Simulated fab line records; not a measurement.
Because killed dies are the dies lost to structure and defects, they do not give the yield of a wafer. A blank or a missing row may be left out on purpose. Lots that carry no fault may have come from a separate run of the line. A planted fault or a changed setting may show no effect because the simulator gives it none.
Which tool was responsible?    flow sky130    Sampling: 13 lots, 39 wafers, 2 of 708 route steps

== WHAT THE GAUGES SHOWED, per wafer ==
SKY_VIA4_RS_MEAS_19: measurement is done with a four-point probe. Usual: for VIA4_W_RS the level is 0.2280 ohm/sq and the standard deviation is 0.0024.
lot   measured      on             VIA4_W_RS (ohm/sq)    flag
L676  day 42 18:57  film-metro-03  0.2262 0.2275 0.2259  
L677  day 43 18:00  film-metro-01  0.2247 0.2265 0.2247  
L679  day 43 19:58  film-metro-01  0.2259 0.2262 0.2249  
L680  day 44 04:16  film-metro-03  0.2268 0.2256 0.2271  
L681  day 44 10:08  film-metro-01  0.2284 0.2287 0.2283  
L682  day 45 01:01  film-metro-03  0.2288 0.2317 0.2310  
L683  day 45 01:01  film-metro-01  0.2331 0.2292 0.2288  
L684  day 45 09:29  film-metro-01  0.2250 0.2234 0.2221  
L686  day 45 18:29  film-metro-01  0.2276 0.2340 0.2283  
L685  day 45 20:02  film-metro-02  0.2279 0.2290 0.2293  
L687  day 45 23:54  film-metro-02  0.2312 0.2331 0.2325  
L694  day 47 16:46  film-metro-03  0.2281 0.2236 0.2253  
L697  day 49 01:50  film-metro-01  0.2282 0.2297 0.2282  

SKY_VIA4_THK_MEAS_20: measures by xrf. Usual: for VIA4_W_THK the level is 491 nm and the standard deviation is 6.5.
lot   measured      on             VIA4_W_THK (nm)  flag
L676  day 42 19:02  film-metro-03  488 487 489      
L677  day 43 18:06  film-metro-01  500 496 496      
L679  day 43 20:04  film-metro-01  497 493 498      
L680  day 44 04:22  film-metro-03  493 498 494      
L681  day 44 10:15  film-metro-01  490 488 489      
L682  day 45 01:07  film-metro-03  480 475 476      
L683  day 45 01:06  film-metro-01  482 490 490      
L684  day 45 09:37  film-metro-01  498 504 504      
L686  day 45 18:36  film-metro-01  493 482 493      
L685  day 45 20:09  film-metro-02  498 501 494      
L687  day 46 00:00  film-metro-02  487 485 485      
L694  day 47 16:52  film-metro-03  484 496 496      
L697  day 49 01:58  film-metro-01  484 483 487      

== WHICH TOOL RAN EACH LOT (tool, then ch and the chambers of the sampled wafers, then the start) ==
The record holds no process step before these readings.

== AS READ BY THE TOOLS THEMSELVES (means over the sampled wafers that have a number; for cases with no such wafer, the mark the record gives instead) ==
The record holds no such reading with a usual standard deviation.

== THE ANSWER, worked out from the rows above alone ==
Rule: a lot counts as off when the mean over its wafers that have a number is more than 3 standard deviations away from the usual mean. Also off: a lot with no number at a reading for which 4 or more lots have one. Where the step has rows for the other lots, those lots are counted as sound. After the gauges, taken in route order, come the tools' own readings; for these a lot's mean is taken, as printed above. At the first step where some lot is off, the reading lying furthest off is the one used; lots without a number count as furthest.
None of the lots is off at any reading shown; this tells nothing.

== WHAT HAD BEEN PUT IN BY THE SIMULATOR ==
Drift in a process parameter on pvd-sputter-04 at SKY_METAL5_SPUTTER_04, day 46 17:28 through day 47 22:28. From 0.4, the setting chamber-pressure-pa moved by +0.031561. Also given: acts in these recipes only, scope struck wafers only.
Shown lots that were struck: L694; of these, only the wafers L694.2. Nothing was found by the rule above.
